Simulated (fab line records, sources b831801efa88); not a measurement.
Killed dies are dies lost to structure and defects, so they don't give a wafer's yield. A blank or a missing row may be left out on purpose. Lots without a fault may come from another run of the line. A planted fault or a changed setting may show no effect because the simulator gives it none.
Chamber matching | flow gf180mcu | GF_V1_CMP_04 on cmp-02: 4 sister chambers
The step polishes SiO2. 8 wafers are shown with their chamber, then 7 later ones without.

WAFERS WITH THEIR CHAMBER
wafer  | chamber | motor_current_A (A) | time_to_endpoint_s (s)
L163.2 | 2       | 9.6                 | 71
L168.2 | 0       | 11.7                | 72
L168.5 | 2       | 10.2                | 78
L170.1 | 0       | 11.8                | 78
L170.3 | 1       | 11.4                | 66
L170.4 | 3       | 11.5                | 76
L172.1 | 3       | 10.8                | 75
L172.4 | 1       | 11.6                | 75

WAFERS WITHOUT THEIR CHAMBER
wafer  | motor_current_A (A) | time_to_endpoint_s (s)
L172.6 | 12.2                | 76
L173.4 | 12.3                | 75
L173.5 | 11.4                | 77
L173.6 | 11.6                | 74
L174.1 | 11.3                | 74
L174.5 | 12.5                | 78
L174.6 | 11.7                | 77

WHICH CHAMBER EACH WENT THROUGH
wafer  | from the rows above          | in truth
L172.6 | can't be placed: 0 or 1 or 3 | 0
L173.4 | can't be placed: 0 or 1 or 3 | 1
L173.5 | can't be placed: 3 or 0 or 1 | 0
L173.6 | can't be placed: 0 or 1 or 3 | 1
L174.1 | can't be placed: 3 or 1 or 0 | 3
L174.5 | can't be placed: 0 or 1 or 3 | 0
L174.6 | can't be placed: 0 or 1 or 3 | 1
Placed correctly: 0 of 7. Can't be placed from these rows: 7 (the true chamber is among the candidates in 7). Placed wrongly: 0.
How it was worked out, from the rows above alone: a wafer's distance from a chamber is the root of the sum, over the readings, of the square of ((its reading less the chamber's mean) divided by the reading's scatter). The wafer belongs to the nearest chamber; if the next one is less than 2 further off, it can't be placed. A chamber's mean is the mean of its shown wafers. The scatter: the root of (the sum of the squares of (reading less its chamber's mean) over the shown wafers, divided by (wafers less chambers)).
